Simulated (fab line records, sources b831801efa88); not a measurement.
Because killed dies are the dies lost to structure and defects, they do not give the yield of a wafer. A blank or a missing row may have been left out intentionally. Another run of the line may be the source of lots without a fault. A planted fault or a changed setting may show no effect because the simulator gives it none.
A struck lot beside a sound one	flow sfqLine	41 out of 325 route steps
Sound: wafers L879.1, L879.2, L879.6. Struck: wafers L887.3, L887.4, L887.6. The cause is given at the end.
Order at every step that has rows: each side's tool, ch and its chambers, its first start. Under that, the readings that differ: sound wafers	struck wafers	difference of the means	sigmas: that difference in standard deviations of wafers without a fault.
alike: readings whose means differ by less than 2 such deviations, and words and numbers that are the same on both sides. not compared: withheld readings, readings that some wafer has no value for, bounds like >300 that may hide the same value, and numbers for which the record gives no deviation and whose values overlap.
The two part at a step that has a row with sigmas, a row that says differs or no value, or rows on one side only. Numbers that don't overlap but have no deviation are shown without sigmas and don't part them. A reading missing from all wafers of one side parts the sides only when that side holds two or more wafers.

first, 3 steps without rows for these wafers: SFQ_TRILAYER_I6_VIA_STRIP_SOLV_CLEAN_174 (cleans in NMP, time 600 s); SFQ_TRILAYER_M7_DEP_PRE_CLEAN_176 (time 22.5 s); SFQ_TRILAYER_M7_DEP_SPUTTER_175 (material Nb, target thk 200 nm, time 133.3 s).
SFQ_M7_RS_MEAS_943: the measuring method here is four-point-probe.
  sound on filmMetro-04 at day 78 17:00; struck on filmMetro-02 at day 83 17:53
  alike: M7_NB_RS
then, 6 steps without rows for these wafers: SFQ_TRILAYER_M7_LITHO_COAT_182 (resist thk 62 nm); SFQ_TRILAYER_M7_LITHO_COAT_177 (resist thk 600 nm); SFQ_TRILAYER_M7_LITHO_SOFTBAKE_181; SFQ_TRILAYER_M7_LITHO_EXPOSE_178 (exposes mask M7, target cd 500 nm); SFQ_TRILAYER_M7_LITHO_PEB_180 (peb time 60 s); SFQ_TRILAYER_M7_LITHO_DEVELOP_179 (time 60 s).
SFQ_M7_OVL_MEAS_945:
  sound on overlay-01 at day 78 20:07; struck on overlay-01 at day 83 23:17
  alike: M7_OVL
SFQ_TRILAYER_M7_BARC_OPEN_METAL_ETCH_229: etches BARC in O2, target depth 125 nm, time 41.7 s.
  sound on rieMetal-02 ch 0, day 78 20:09; struck on rieMetal-02 ch 0,1, day 83 23:20
  no value came back on the struck wafers for biasW (W), chamberPressureMTorr (mTorr), drypumpMotorCurrentA (A), oesProductAu (a.u.); on the sound wafers biasW (W) reads 80.07 79.68 79.60
reading	sound	struck	difference	sigmas
model.KrF_of_TRILAYER_M7_LITHO_COAT_177.thkNm (nm)	522 520.4 520.9	571 569.9 570.9	+50	
  not compared: rfHoursCounterH
SFQ_TRILAYER_M7_ETCH_METAL_ETCH_180: etches Nb in Cl2/Ar, stops on SiO2, target depth 240 nm, time 120 s.
  sound on rieMetal-02 ch 0, day 78 20:16; struck on rieMetal-02 ch 0,1, day 83 23:25
reading	sound	struck	difference	sigmas
oesProductAu (a.u.)	0.887 0.892 0.893	0.369 0.375 0.374	-0.518	-84
model.KrF_of_TRILAYER_M7_LITHO_COAT_177.thkNm (nm)	382.9 381 381.7	429.8 430.2 431.2	+48.5	
  alike: biasW, chamberPressureMTorr, drypumpMotorCurrentA
  not compared: rfHoursCounterH
SFQ_TRILAYER_M7_STRIP_STRIP_181: strips in O2.
  sound on rieMetal-02 ch 0, day 78 20:31; struck on rieMetal-02 ch 0,1, day 83 23:42
  alike: drypumpMotorCurrentA, oesProductAu
  not compared: rfHoursCounterH
then, 1 step without rows for these wafers: SFQ_TRILAYER_M7_STRIP_SOLV_CLEAN_182 (cleans in NMP, time 600 s).
SFQ_TRILAYER_I7_DEP_PECVD_183: deposits SiO2 from SiH4/N2O, time 111.11 s, target thk 500 nm.
  sound on pecvd-03 ch 0,2, day 78 21:53; struck on pecvd-04 ch 0,2, day 84 00:16
  alike: heaterPowerW, throttleValvePct
then, 1 step without rows for these wafers: SFQ_TRILAYER_I7_CMP_CMP_184 (polishes SiO2).
SFQ_I7_BOW_MEAS_946:
  sound on filmMetro-02 at day 79 02:15; struck on filmMetro-02 at day 84 03:23
  alike: I7_BOW
then, 4 steps without rows for these wafers: SFQ_TRILAYER_I7_METRO_MEASURE_185; SFQ_TRILAYER_I7_VIA_LITHO_COAT_192 (resist thk 62 nm); SFQ_TRILAYER_I7_VIA_LITHO_COAT_187 (resist thk 650 nm); SFQ_TRILAYER_I7_VIA_LITHO_SOFTBAKE_191.
SFQ_TRILAYER_I7_VIA_LITHO_EXPOSE_188: exposes mask I7, target cd 1000 nm.
  struck on krfScanner-01, day 84 14:46; sound on krfScanner-01 ch 0, day 79 04:55
  no value came back on the struck wafers for exposureDoseMJCm2, focusOffsetNm (nm), stageVelMmS (mm/s); on the sound wafers exposureDoseMJCm2 reads 21.284 21.308 21.306
  alike: mask
then, 2 steps without rows for these wafers: SFQ_TRILAYER_I7_VIA_LITHO_PEB_190 (peb time 60 s); SFQ_TRILAYER_I7_VIA_LITHO_DEVELOP_189 (time 60 s).
SFQ_I7_OVL_MEAS_947:
  sound on overlay-01 at day 79 06:25; struck on overlay-02 at day 84 15:53
reading	sound	struck	difference	sigmas
I7_OVL (nm)	-3 -4 -7	- - -	no value on the struck wafers	
SFQ_TRILAYER_I7_VIA_BARC_OPEN_VIA_ETCH_260: etches BARC in O2, target depth 125 nm, time 41.7 s.
  sound on rieDiel-01 ch 1,3, day 79 06:27; struck on rieDiel-04 ch 0,1, day 84 15:55
  alike: biasW, chamberPressureMTorr, drypumpMotorCurrentA, oesProductAu
  not compared: rfHoursCounterH
SFQ_TRILAYER_I7_VIA_ETCH_VIA_ETCH_190: etches SiO2 in CHF3, stops on Nb, target depth 260 nm.
  sound on rieDiel-01 ch 1,3, day 79 06:29; struck on rieDiel-04 ch 0,1, day 84 15:57
reading	sound	struck	difference	sigmas
oesProductAu (a.u.)	0.862 0.856 0.849	0.377 0.365 0.368	-0.486	-88
  alike: biasW, chamberPressureMTorr, drypumpMotorCurrentA
SFQ_TRILAYER_I7_VIA_STRIP_STRIP_191: strips in O2.
  sound on rieMetal-02 ch 0,1, day 79 06:37; struck on rieMetal-02 ch 1, day 84 16:28
  alike: drypumpMotorCurrentA, oesProductAu
  not compared: rfHoursCounterH
then, 7 steps without rows for these wafers: SFQ_TRILAYER_I7_VIA_STRIP_SOLV_CLEAN_192 (cleans in NMP, time 600 s); SFQ_TRILAYER_M8_LITHO_LOR_COAT_197; SFQ_TRILAYER_M8_LITHO_LOR_BAKE_198; SFQ_TRILAYER_M8_LITHO_COAT_193 (resist thk 600 nm); SFQ_TRILAYER_M8_LITHO_SOFTBAKE_199; SFQ_TRILAYER_M8_LITHO_PEB_196 (peb time 60 s); SFQ_TRILAYER_M8_LITHO_DEVELOP_195 (img clear 15 s, time 55 s).
SFQ_M8_OVL_MEAS_948:
  sound on overlay-02 at day 79 10:10; struck on overlay-02 at day 85 06:17
reading	sound	struck	difference	sigmas
M8_OVL (nm)	0 -7 -13	- - -	no value on the struck wafers	
then, 3 steps without rows for these wafers: SFQ_TRILAYER_M8_DEP_EVAP_197 (material Ti, target thk 20 nm, time 100 s); SFQ_TRILAYER_M8_DEP_EVAP_198 (material Pt, target thk 50 nm, time 250 s); SFQ_TRILAYER_M8_DEP_EVAP_196 (material Au, target thk 180 nm, time 900 s).
SFQ_M8_BOW_MEAS_951:
  sound on filmMetro-04 at day 79 11:19; struck on filmMetro-03 at day 85 07:26
reading	sound	struck	difference	sigmas
model.etest.m8.ohmSq	0.153 0.1519 0.1518	1e+06 1e+06 1e+06	+1e+06	
model.etest.i7.linkOhm	1.056 1.046 1.058	1e+06 1e+06 1e+06	+1e+06	
model.etest.m7.combLog10Ohm	12 12 12	0 0 0	-12	
  alike: M8_BOW

## WHERE THEY PART
At SFQ_TRILAYER_M7_BARC_OPEN_METAL_ETCH_229 first; at SFQ_M8_OVL_MEAS_948 last (within this record only). Later steps at which nothing parts them and some readings are alike: SFQ_M8_BOW_MEAS_951.

WHY: the cause the simulator had injected
Skipped step whole: rieMetal-02, from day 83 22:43 on, at SFQ_TRILAYER_M7_BARC_OPEN_METAL_ETCH_229. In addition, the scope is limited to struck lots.
